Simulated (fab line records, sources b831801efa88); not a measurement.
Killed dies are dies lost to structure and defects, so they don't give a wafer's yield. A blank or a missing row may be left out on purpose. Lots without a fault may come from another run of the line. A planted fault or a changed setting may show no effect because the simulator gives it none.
One fault seen from 2 desks | flow sky130 | each desk has only its own numbers; what lay behind them comes last

THE TOOL OWNER'S DESK: implanter-01
The tool's own readings at SKY_LDD_N_IMPLANT_10: means of the sampled wafers that have a number, for each lot that ran on this tool. A lot is out of limits, marked OUT, if its mean lies more than 4 standard deviations from the usual mean; the brackets give that distance.
Columns: A = dose_ions_cm2 at SKY_LDD_N_IMPLANT_10, usual 7.497e+13; B = faraday_current_uA at SKY_LDD_N_IMPLANT_10, usual 423
lot  | first seen here | A                   | B
L709 | day 20 09:44    | 7.484e+13           | 424
L713 | day 22 00:12    | 8.357e+13 (+98) OUT | 464 (+4.6) OUT
L714 | day 22 06:10    | 8.339e+13 (+96) OUT | 472 (+5.4) OUT
L726 | day 26 06:10    | 7.496e+13           | 422
This desk's finding: out of limits on L713, L714; first on L713, day 22 00:12 (dose_ions_cm2 at SKY_LDD_N_IMPLANT_10). In limits: L709, L726.

THE METROLOGY DESK
What the gauges read, lot by lot, whatever tool the lot ran on: means of the sampled wafers that have a number. A lot is out of limits, marked OUT, if its mean lies more than 4 standard deviations from the usual mean; the brackets give that distance.
Columns: A = POLY_GATE_OXIDATION_THK at SKY_POLY_GATE_THK_MEAS_21, usual 4.00 nm; B = cd_nm at SKY_POLY_GATE_CD_MEAS_22, usual 149.7 nm; C = LDD_N_OVL at SKY_LDD_N_OVL_MEAS_07, usual -1.3 nm
lot  | first seen here | A    | B     | C
L706 | day 18 04:23    | 4.14 | 149.8 | -0.0
L709 | day 19 02:50    | 3.99 | 150.5 | -3.0
L713 | day 20 17:05    | 4.09 | 149.7 | -0.5
L714 | day 20 23:01    | 3.87 | 150.3 | -1.8
L723 | day 23 23:55    | 3.98 | 148.5 | 0.9
L726 | day 25 00:53    | 4.01 | 149.8 | 0.1
This desk's finding: nothing out of limits on any of the 6 lots.

PUT TOGETHER
The tool owner's desk could have raised an alarm at day 22 00:12, on L713, L714.
The metrology desk saw nothing out of limits.
The metrology desk has L713, L714 on record, within its limits.
Of the lots named, all ran SKY_LDD_N_IMPLANT_10 on implanter-01.

WHAT THE SIMULATOR HAD PUT IN
Process parameter drift: implanter-01, from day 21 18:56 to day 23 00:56, at SKY_LDD_N_IMPLANT_10. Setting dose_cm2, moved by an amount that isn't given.
Lots struck among those shown: L713, L714.
Hours from the fault's start to each desk's first reading out of limits: the tool owner's desk, 5.
